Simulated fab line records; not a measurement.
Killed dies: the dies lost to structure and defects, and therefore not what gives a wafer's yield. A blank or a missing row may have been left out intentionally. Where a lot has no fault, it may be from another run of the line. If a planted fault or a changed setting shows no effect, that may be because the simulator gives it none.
Problem report in the 8D (eight disciplines) form, filled by code    flow sky130    the parts of the form that need people (team, actions taken, sign-off) are left out

== 1. THE PROBLEM ==
At SKY_GATE_OXIDE_CLEAN_00, run length s averages 108 s over 6 wafers from 2 lots, while fault-free wafers read 178 s, standard deviation 3.5. Measured from the usual mean, that is -20 standard deviations.
The step: cleans in SC1/SC2, time 150 s.
Earliest sighting: wafer L593.2 on wet bench-03 at day 16 16:35. Wafers with a number at this step in the record: 42, from 14 lots. The rule behind "out" and "out of limits": a value lying over 4 standard deviations away from the usual mean. The rest of the wafers with a number are treated as sound.

== 2. WHAT THIS IS AND IS NOT ==
question                     is                      is not
which readings at this step  run length s            -
which lots                   L593, L594              L581, L582, L583, L584, L585, L586, L591, L596, L597, L600, L603, L604
which wafers of those lots   all that have a number  -
read on which tools          wet bench-03            wet bench-01, wet bench-04
when                         from day 16 16:35       up to then (21 sound wafers); but 15 sound wafers of L596, L597, L600, L603, L604 came after

== 3. THE SUSPECTS, EACH WITH WHAT RULES IT OUT ==
Counting: a tool stays on the suspect list if, at a process step up to the reading, it processed all lots that are out and no sound lot following the first of them.
- wet bench-03 at SKY_GATE_OXIDE_CLEAN_00 (cleans in SC1/SC2, time 150 s): ruled out as a lasting fault. After its first lot that is out, L593 (day 16 16:35), sound lots L604 ran on it.
Left after counting: nothing in the record.

== 4. THE CAUSE (what the simulator had put in) ==
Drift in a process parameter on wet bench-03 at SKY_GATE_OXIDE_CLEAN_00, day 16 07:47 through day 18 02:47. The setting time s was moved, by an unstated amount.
Counting ruled it out, wrongly.

== 5. THE EFFECT CHAIN, in route order ==
Each row: a reading where the mean over the struck wafers with a number is more than 3 standard deviations away from the usual. Only readings for which the record gives a usual standard deviation are gone through. hours: the time from each lot's start at the first step in this table that gives one to its start at this step, as a median over the lots. sigmas: the change in usual standard deviations.
hours  step                     reading       usual  on struck wafers  change  sigmas
0      SKY_GATE_OXIDE_CLEAN_00  run length s  178 s  108               -70     -20
It contains these process steps:
- SKY_GATE_OXIDE_CLEAN_00: cleans in SC1/SC2, time 150 s.
At these later measuring or inspecting steps, every struck wafer for which the step has a row has a number for every such reading, and none has moved that far: SKY_LI_CONTACT_THK_MEAS_23.

== 6. WHAT WOULD HAVE CAUGHT IT SOONER ==
9 hours passed between the start of the fault at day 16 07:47 and the first reading out of limits in this record, taken at day 16 16:35.
